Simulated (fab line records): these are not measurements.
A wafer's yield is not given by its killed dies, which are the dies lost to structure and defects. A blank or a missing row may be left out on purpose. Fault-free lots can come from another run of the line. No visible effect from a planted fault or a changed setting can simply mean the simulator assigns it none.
Matching of chambers :: flow sfq-line :: 4 sister chambers for SFQ_TRILAYER_I7_CMP_CMP_184 on cmp-02
The step polishes SiO2. 14 wafers are shown with their chamber, then 7 later ones without.

WAFERS WITH THEIR CHAMBER
wafer: L481.1
chamber: 3
motor-current-A (A): 11.7
slurry-filter-dp-kPa (kPa): 13.52
time-to-endpoint-s (s): 209

wafer: L481.4
chamber: 1
motor-current-A (A): 8.6
slurry-filter-dp-kPa (kPa): 13.72
time-to-endpoint-s (s): 212

wafer: L481.5
chamber: 3
motor-current-A (A): 11.2
slurry-filter-dp-kPa (kPa): 13.47
time-to-endpoint-s (s): 216

wafer: L485.4
chamber: 1
motor-current-A (A): 9.1
slurry-filter-dp-kPa (kPa): 13.76
time-to-endpoint-s (s): 221

wafer: L485.5
chamber: 3
motor-current-A (A): 11.8
slurry-filter-dp-kPa (kPa): 13.22
time-to-endpoint-s (s): 225

wafer: L485.6
chamber: 2
motor-current-A (A): 8.9
slurry-filter-dp-kPa (kPa): 13.37
time-to-endpoint-s (s): 234

wafer: L487.1
chamber: 2
motor-current-A (A): 8.4
slurry-filter-dp-kPa (kPa): 13.38
time-to-endpoint-s (s): 233

wafer: L487.4
chamber: 0
motor-current-A (A): 10.2
slurry-filter-dp-kPa (kPa): 13.42
time-to-endpoint-s (s): 241

wafer: L487.5
chamber: 2
motor-current-A (A): 8.8
slurry-filter-dp-kPa (kPa): 13.57
time-to-endpoint-s (s): 235

wafer: L488.1
chamber: 2
motor-current-A (A): 8.9
slurry-filter-dp-kPa (kPa): 13.43
time-to-endpoint-s (s): 226

wafer: L488.5
chamber: 2
motor-current-A (A): 9.0
slurry-filter-dp-kPa (kPa): 13.59
time-to-endpoint-s (s): 222

wafer: L488.6
chamber: 3
motor-current-A (A): 12.1
slurry-filter-dp-kPa (kPa): 13.35
time-to-endpoint-s (s): 222

wafer: L490.4
chamber: 0
motor-current-A (A): 10.0
slurry-filter-dp-kPa (kPa): 13.82
time-to-endpoint-s (s): 222

wafer: L490.2
chamber: 3
motor-current-A (A): 11.6
slurry-filter-dp-kPa (kPa): 13.49
time-to-endpoint-s (s): 214

SIGNATURES (averages over the wafers above)
reading: motor-current-A
chamber 0: 10.100
chamber 1: 8.850
chamber 2: 8.800
chamber 3: 11.680
scatter within a chamber: 0.282

reading: slurry-filter-dp-kPa
chamber 0: 13.6200
chamber 1: 13.7400
chamber 2: 13.4680
chamber 3: 13.4100
scatter within a chamber: 0.137

reading: time-to-endpoint-s
chamber 0: 231.50
chamber 1: 216.50
chamber 2: 230.00
chamber 3: 217.20
scatter within a chamber: 7.17
Rule: for each reading, subtract the chamber's mean from the wafer's reading, divide by that reading's scatter and square the result; add these up over the readings and take the root, which gives the wafer's distance from the chamber. If the next closest chamber is less than 2 further off than the closest, the wafer can't be placed; otherwise it belongs to the closest. How the scatter is found: for the shown wafers, subtract from each reading the mean of its chamber, square and add these, divide the total by (wafers less chambers), then take the root.

WAFERS WITHOUT THEIR CHAMBER
wafer: L490.6
motor-current-A (A): 9.4
slurry-filter-dp-kPa (kPa): 13.43
time-to-endpoint-s (s): 223

wafer: L496.3
motor-current-A (A): 9.1
slurry-filter-dp-kPa (kPa): 13.60
time-to-endpoint-s (s): 224

wafer: L496.2
motor-current-A (A): 10.2
slurry-filter-dp-kPa (kPa): 13.65
time-to-endpoint-s (s): 230

wafer: L496.4
motor-current-A (A): 12.0
slurry-filter-dp-kPa (kPa): 13.44
time-to-endpoint-s (s): 220

wafer: L497.1
motor-current-A (A): 10.2
slurry-filter-dp-kPa (kPa): 13.68
time-to-endpoint-s (s): 220

wafer: L497.5
motor-current-A (A): 8.5
slurry-filter-dp-kPa (kPa): 13.79
time-to-endpoint-s (s): 217

wafer: L497.6
motor-current-A (A): 8.9
slurry-filter-dp-kPa (kPa): 13.39
time-to-endpoint-s (s): 227

WHICH CHAMBER EACH ONE RAN IN
wafer: L490.6
from the rows above: can't be placed: 2 or 0 or 1
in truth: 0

wafer: L496.3
from the rows above: can't be placed: 2 or 1
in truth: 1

wafer: L496.2
from the rows above: 0
in truth: 0

wafer: L496.4
from the rows above: 3
in truth: 3

wafer: L497.1
from the rows above: 0
in truth: 0

wafer: L497.5
from the rows above: can't be placed: 1 or 2
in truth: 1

wafer: L497.6
from the rows above: 2
in truth: 2
Placed correctly: 4 of 7. These rows do not allow placing 3 (true chamber among the candidates in 3). Wrongly placed: 0.
